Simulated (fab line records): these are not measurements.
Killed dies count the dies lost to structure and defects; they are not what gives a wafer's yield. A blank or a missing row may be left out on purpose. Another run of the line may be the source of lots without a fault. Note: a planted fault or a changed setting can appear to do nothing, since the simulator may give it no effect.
Code-filled problem report in 8D (eight disciplines) form | flow sky130 | the parts of the form that need people (team, actions taken, sign-off) are left out

== 1. WHAT IS WRONG ==
At SKY_FIELD_ISO_CD_MEAS_13, cd_nm averages 132.4 nm over 4 wafers from 3 lots, while fault-free wafers read 150.3 nm, standard deviation 1.4. Measured from the usual mean, that is -13 standard deviations.
The step: target cd 150 nm.
Earliest sighting: wafer L132.4 on cd_sem-02 at day 5 06:20. The record holds 36 wafers of 13 lots with a number at this step. Rule for "out", or "out of limits": more than 4 standard deviations from the usual mean. The rest of the wafers with a number are treated as sound.

== 2. WHAT IT IS, WHAT IT ISN'T ==
question                    | is                             | is not
which readings at this step | cd_nm                          | -
which lots                  | L132, L134, L135               | L118, L119, L120, L121, L122, L123, L124, L126, L138, L141
which wafers of those lots  | L132.4, L134.4, L134.6, L135.6 | L132.2, L135.2
read on which gauges        | cd_sem-01, cd_sem-02           | -
when                        | from day 5 06:20               | up to then (25 sound wafers); but 7 sound wafers of L135, L138, L141 came after

== 3. SUSPECTS, AND WHAT RULES EACH OUT ==
Counting: a tool at a process step up to the reading stays a suspect if it ran every lot that is out. Sound lots after the first of them don't rule it out here, since some wafers of a struck lot are sound.
- the gauge at SKY_FIELD_ISO_CD_MEAS_13 is ruled out. The wafers that are out were read on 2 gauges (cd_sem-01, cd_sem-02).
- krf_scanner-02 at SKY_FIELD_ISO_EXPOSE_10 (exposes mask FOM, target cd 150 nm): kept. Every lot that is out went through it, the first being L132 (day 4 21:55); the last sound lot it ran before that was L126 (day 3 13:58).
After counting, what remains is krf_scanner-02 at SKY_FIELD_ISO_EXPOSE_10.

== 4. THE CAUSE (what the simulator had put in) ==
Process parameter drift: krf_scanner-02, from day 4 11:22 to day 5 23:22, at SKY_FIELD_ISO_EXPOSE_10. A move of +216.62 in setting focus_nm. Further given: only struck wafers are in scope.
The count eliminated every tool but this one.

== 5. THE CHAIN OF EFFECTS, in route order ==
Rows list readings where the struck wafers' mean (over those with a number) sits beyond 3 standard deviations from the usual. Only readings for which the record gives a usual standard deviation are gone through. hours: the time from each lot's start at the first step in this table that gives one to its start at this step, as a median over the lots. sigmas: the change in usual standard deviations.
hours | step                     | reading             | usual    | on struck wafers | change | sigmas
0     | SKY_FIELD_ISO_CD_MEAS_13 | cd_nm               | 150.3 nm | 132.4            | -17.9  | -13
1058  | SKY_PAD_OPEN_PROBE_99    | killed_at_front_end | 14       | 29               | +15    | +3.4
Here are the process steps it includes:
- SKY_PAD_OPEN_PROBE_99

== 6. HOW IT WOULD HAVE BEEN CAUGHT EARLIER ==
The first out-of-limits reading at a measuring or inspecting step in this record came at day 5 06:20, 19 hours after the fault's start at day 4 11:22.
Of the lots that are out (3), L134, L135 began SKY_FIELD_ISO_EXPOSE_10 on krf_scanner-02 after day 5 06:20. A hold on the tool at that time would have spared those 2.
